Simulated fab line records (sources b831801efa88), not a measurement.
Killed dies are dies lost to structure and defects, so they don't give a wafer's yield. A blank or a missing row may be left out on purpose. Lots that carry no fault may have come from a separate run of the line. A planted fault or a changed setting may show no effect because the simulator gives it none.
Struck lot and sound lot, side by side -- flow sfqLine -- 42 out of 325 route steps
Sound: these wafers, L510.2, L510.3, L510.4. Struck: wafer L514.1 (L514.2, L514.4, from the same lot, were not struck and are left out); the cause is given at the end.
Each step with rows lists, per side, the tool, then ch with its chambers, then its first start. Under that, the readings that differ: sound wafers -- struck wafers -- difference of the means -- sigmas: that difference in standard deviations of wafers without a fault.
alike: a reading whose means differ by less than 2 such deviations, as well as words and numbers matching on both sides. not compared: withheld readings; readings where some wafer has no value; bounds like >300 that might hide an equal value; numbers whose values overlap and for which the record gives no deviation.
Wherever a step has rows on one side only, a row that says differs or no value, or a row with sigmas, the two part there. When numbers do not overlap yet have no deviation, they are printed without sigmas and do not part them. Lack of a reading on every wafer of one side parts them only where that side has two or more wafers.

first, 6 steps without rows for these wafers: SFQ_TRILAYER_I2_VIA_LITHO_COAT_072 (resist thk 62 nm); SFQ_TRILAYER_I2_VIA_LITHO_COAT_067 (resist thk 650 nm); SFQ_TRILAYER_I2_VIA_LITHO_SOFTBAKE_071; SFQ_TRILAYER_I2_VIA_LITHO_EXPOSE_068 (exposes mask I2, target cd 500 nm); SFQ_TRILAYER_I2_VIA_LITHO_PEB_070 (peb time 60 s); SFQ_TRILAYER_I2_VIA_LITHO_DEVELOP_069 (time 60 s).
SFQ_I2_OVL_MEAS_918:
  sound on overlay-02, day 41 05:07; struck on overlay-02, day 42 14:43
  alike: I2_OVL
SFQ_TRILAYER_I2_VIA_BARC_OPEN_VIA_ETCH_096: etches BARC in O2, target depth 125 nm, time 41.7 s.
  sound on rieDiel-01 ch 0,1,3, day 41 05:08; struck on rieDiel-02 ch 2, day 42 14:44
  alike: drypumpMotorCurrentA, oesProductAu
  not compared: rfHoursCounterH
then, 1 step without rows for these wafers: SFQ_TRILAYER_I2_VIA_ETCH_VIA_ETCH_070 (etches SiO2 in CHF3, stops on Nb, target depth 260 nm).
SFQ_TRILAYER_I2_VIA_STRIP_STRIP_071: strips in O2.
  sound on rieMetal-01 ch 0,1, day 41 05:18; struck on rieMetal-01 ch 0, day 42 14:54
  alike: drypumpMotorCurrentA, oesProductAu
  not compared: rfHoursCounterH
then, 2 steps without rows for these wafers: SFQ_TRILAYER_I2_VIA_STRIP_SOLV_CLEAN_072 (cleans in NMP, time 600 s); SFQ_TRILAYER_M3_DEP_PRE_CLEAN_074 (time 22.5 s).
SFQ_TRILAYER_M3_DEP_SPUTTER_073: material Nb, target thk 200 nm, time 133.3 s.
  sound on pvdSputter-05, day 41 06:06; struck on pvdSputter-05, day 42 15:42
reading,sound,struck,difference,sigmas
model.Nb_of_TRILAYER_M3_DEP_SPUTTER_073.thkNm (nm),198.3 198.2 200.8,213.2,+14.1,
  alike: cathodeDcPowerW, chamberPressurePa, throttleValvePct
SFQ_M3_RS_MEAS_919: a four-point-probe measurement.
  sound on filmMetro-03, day 41 06:13; struck on filmMetro-01, day 42 15:47
reading,sound,struck,difference,sigmas
M3_NB_RS (ohm/sq),0.898 0.898 0.886,0.836,-0.058,-6
then, 6 steps without rows for these wafers: SFQ_TRILAYER_M3_LITHO_COAT_080 (resist thk 62 nm); SFQ_TRILAYER_M3_LITHO_COAT_075 (resist thk 600 nm); SFQ_TRILAYER_M3_LITHO_SOFTBAKE_079; SFQ_TRILAYER_M3_LITHO_EXPOSE_076 (exposes mask M3, target cd 500 nm); SFQ_TRILAYER_M3_LITHO_PEB_078 (peb time 60 s); SFQ_TRILAYER_M3_LITHO_DEVELOP_077 (time 60 s).
-- the record jumps here: 5 days lie between the struck wafers' starts before and after --
SFQ_M3_OVL_MEAS_921:
  sound on overlay-01, day 47 10:08; struck on overlay-02, day 48 02:19
reading,sound,struck,difference,sigmas
M3_OVL (nm),7 5 6,-10,-16,-3
SFQ_TRILAYER_M3_BARC_OPEN_METAL_ETCH_100: etches BARC in O2, target depth 125 nm, time 41.7 s.
  sound on rieMetal-01 ch 0,1, day 47 10:10; struck on rieMetal-04 ch 1, day 48 02:20
  alike: drypumpMotorCurrentA, oesProductAu
  not compared: rfHoursCounterH
SFQ_TRILAYER_M3_ETCH_METAL_ETCH_078: etches Nb in Cl2/Ar, stops on SiO2, target depth 240 nm, time 120 s.
  sound on rieMetal-01 ch 0,1, day 47 10:14; struck on rieMetal-04 ch 1, day 48 02:24
reading,sound,struck,difference,sigmas
oesProductAu (a.u.),0.882 0.894 0.895,0.930,+0.040,+6
  alike: drypumpMotorCurrentA
  not compared: rfHoursCounterH
then, 2 steps without rows for these wafers: SFQ_TRILAYER_M3_STRIP_STRIP_079 (strips in O2); SFQ_TRILAYER_M3_STRIP_SOLV_CLEAN_080 (cleans in NMP, time 600 s).
SFQ_TRILAYER_I3_DEP_PECVD_081: deposits SiO2 from SiH4/N2O, time 111.11 s, target thk 500 nm.
  sound on pecvd-03 ch 0,1,2, day 47 11:08; struck on pecvd-02 ch 0, day 48 03:18
  alike: heaterPowerOuterW, heaterPowerW, throttleValvePct
then, 1 step without rows for these wafers: SFQ_TRILAYER_I3_CMP_CMP_082 (polishes SiO2).
SFQ_I3_BOW_MEAS_922:
  sound on filmMetro-03, day 47 14:14; struck on filmMetro-02, day 48 09:32
  alike: I3_BOW
then, 7 steps without rows for these wafers: SFQ_TRILAYER_I3_METRO_MEASURE_083; SFQ_TRILAYER_I3_VIA_LITHO_COAT_090 (resist thk 62 nm); SFQ_TRILAYER_I3_VIA_LITHO_COAT_085 (resist thk 650 nm); SFQ_TRILAYER_I3_VIA_LITHO_SOFTBAKE_089; SFQ_TRILAYER_I3_VIA_LITHO_EXPOSE_086 (exposes mask I3, target cd 500 nm); SFQ_TRILAYER_I3_VIA_LITHO_PEB_088 (peb time 60 s); SFQ_TRILAYER_I3_VIA_LITHO_DEVELOP_087 (time 60 s).
-- the record jumps here: 3 days lie between the struck wafers' starts before and after --
SFQ_I3_OVL_MEAS_923:
  sound on overlay-01, day 50 22:19; struck on overlay-02, day 51 12:43
  alike: I3_OVL
then, 2 steps without rows for these wafers: SFQ_TRILAYER_I3_VIA_BARC_OPEN_VIA_ETCH_121 (etches BARC in O2, target depth 125 nm, time 41.7 s); SFQ_TRILAYER_I3_VIA_ETCH_VIA_ETCH_088 (etches SiO2 in CHF3, stops on Nb, target depth 260 nm).
SFQ_TRILAYER_I3_VIA_STRIP_STRIP_089: strips in O2.
  sound on rieMetal-04 ch 0,1, day 50 22:30; struck on rieMetal-02 ch 1, day 51 12:54
  alike: drypumpMotorCurrentA, oesProductAu
  not compared: rfHoursCounterH
then, 2 steps without rows for these wafers: SFQ_TRILAYER_I3_VIA_STRIP_SOLV_CLEAN_090 (cleans in NMP, time 600 s); SFQ_TRILAYER_M4_DEP_PRE_CLEAN_092 (time 22.5 s).
-- the record jumps here: 34 days lie between the struck wafers' starts before and after --
SFQ_M8_BOW_MEAS_951:
  sound on filmMetro-02, day 85 08:29; struck on filmMetro-04, day 85 19:16
reading,sound,struck,difference,sigmas
model.etest.m3.ohmUm,1.8 1.811 1.78,1.678,-0.119,
model.etest.i2.linkOhm,1.978 1.977 1.957,1.903,-0.068,
model.etest.m3.ohmSq,0.8979 0.8984 0.8864,0.8351,-0.0591,
model.etest.i3.linkOhm,1.972 1.988 1.972,1.919,-0.058,
  alike: M8_BOW

== WHERE THEY PART ==
First at SFQ_M3_RS_MEAS_919; last, within this record, at SFQ_TRILAYER_M3_ETCH_METAL_ETCH_078. Later steps at which nothing parts them and some readings are alike: SFQ_TRILAYER_I3_DEP_PECVD_081, SFQ_I3_BOW_MEAS_922, SFQ_I3_OVL_MEAS_923, SFQ_TRILAYER_I3_VIA_STRIP_STRIP_089, SFQ_M8_BOW_MEAS_951.

WHY: whatever the simulator had introduced
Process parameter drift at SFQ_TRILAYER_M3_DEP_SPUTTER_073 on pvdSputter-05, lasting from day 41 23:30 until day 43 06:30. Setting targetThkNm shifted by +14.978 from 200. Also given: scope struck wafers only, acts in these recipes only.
